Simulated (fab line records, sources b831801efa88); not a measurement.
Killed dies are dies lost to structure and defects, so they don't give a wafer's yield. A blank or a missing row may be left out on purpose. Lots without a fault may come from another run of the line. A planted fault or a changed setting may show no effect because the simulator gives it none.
A struck lot beside a sound one | flow sky130 | 15 steps out of a route of 708
Sound: wafers L365.1, L365.3, L365.6. Struck: wafer L382.2. (L382.3, L382.6 of the same lot were not struck and are left out.) The cause comes at the end.
At each step with rows: each side's tool, then ch and its chambers, then its first start. Under that, the readings that differ: sound wafers | struck wafers | difference of the means | sigmas: that difference in standard deviations of wafers without a fault.
alike: readings whose means differ by less than 2 such deviations, and words and numbers that are the same on both sides. not compared: withheld readings, readings that some wafer has no value for, bounds like >300 that may hide the same value, and numbers for which the record gives no deviation and whose values overlap.
The two part at a step that has a row with sigmas, a row that says differs or no value, or rows on one side only. Numbers that don't overlap but have no deviation are shown without sigmas and don't part them. A reading that every wafer of one side lacks parts them only if that side has two wafers or more.

SKY_VIA1_OVL_MEAS_13:
  sound on overlay-01, day 35 07:08; struck on overlay-01, day 40 15:59
  alike: VIA1_OVL
SKY_VIA1_ETCH_14: etches BARC in N2/H2, stops on SiO2, time 45.9 s, target depth 60 nm.
  sound on rie_diel-02 ch 0,1, day 35 07:10; struck on rie_diel-01 ch 1, day 40 16:01
  alike: drypump_motor_current_A, oes_product_au, throttle_valve_pct
  not compared: rf_hours_counter_h
SKY_VIA1_ETCH_15: etches SiO2 in C4F8/O2/Ar, stops on TiN, target depth 351 nm, time 54 s.
  sound on rie_diel-02 ch 0,1, day 35 07:13; struck on rie_diel-01 ch 1, day 40 16:04
  alike: oes_product_au
  not compared: rf_hours_counter_h
then, 4 steps without rows for these wafers: SKY_VIA1_STRIP_16 (strips in O2/N2); SKY_VIA1_STRIP_17 (strips in post etch residue remover, time 1200 s); SKY_VIA1_CLEAN_18 (cleans in IPA, time 180 s); SKY_VIA1_CLEAN_19 (cleans in O3/DIW).
SKY_VIA1_SPUTTER_20: material TiN, target thk 20 nm, time 80 s.
  sound on pvd_sputter-02, day 35 07:52; struck on pvd_sputter-03, day 40 16:42
  alike: throttle_valve_pct
SKY_VIA1_CVD_21: deposits W, target thk 270 nm, time 80.902 s.
  sound on cvd_w-01 ch 0,1, day 35 07:55; struck on cvd_w-02 ch 0, day 40 16:46
  alike: heater_power_w
SKY_VIA1_RS_MEAS_22: measures by four-point-probe.
  sound on film_metro-04, day 35 08:01; struck on film_metro-04, day 40 16:52
  alike: VIA1_W_RS
SKY_VIA1_THK_MEAS_23: measures by xrf.
  sound on film_metro-04, day 35 08:08; struck on film_metro-04, day 40 16:59
  alike: VIA1_W_THK
then, 1 step without rows for these wafers: SKY_VIA1_CMP_24 (polishes, stops on SiO2, t overpolish 15 s, target thk 0 nm).
SKY_METAL2_SPUTTER_00: material Ti, target thk 15 nm, time 10 s.
  sound on pvd_sputter-03, day 35 08:29; struck on pvd_sputter-01, day 40 17:20
  reading                                   | sound             | struck | difference | sigmas
  model.Ti_of_METAL2_SPUTTER_00.thk_nm (nm) | 14.77 14.95 14.65 | 19.78  | +4.99      |
  alike: throttle_valve_pct
SKY_METAL2_SPUTTER_01: material TiN, target thk 20 nm, time 16.7 s.
  sound on pvd_sputter-03, day 35 08:31; struck on pvd_sputter-01, day 40 17:22
  alike: throttle_valve_pct
-- the record jumps here: 10 days lie between the struck wafers' starts before and after (it left off in module METAL2 and takes up again in module PAD_OPEN, whose first step shown is number 708 of the route) --
SKY_PAD_OPEN_PROBE_99:
  sound on prober-02, day 46 22:41; struck on prober-02, day 50 17:38
  alike: defect_limited_yield, killed_at_M0_to_M3, killed_at_M4_up, killed_at_contacts, killed_at_front_end, killed_at_other, killed_dies, killed_open, killed_short, sort_bin_3_pad_short, sort_bin_5_function, sort_bin_6_memory, sort_n_pass, sort_yield_pct

WHERE THEY PART
Nowhere in this record.

WHY: what the simulator had put in
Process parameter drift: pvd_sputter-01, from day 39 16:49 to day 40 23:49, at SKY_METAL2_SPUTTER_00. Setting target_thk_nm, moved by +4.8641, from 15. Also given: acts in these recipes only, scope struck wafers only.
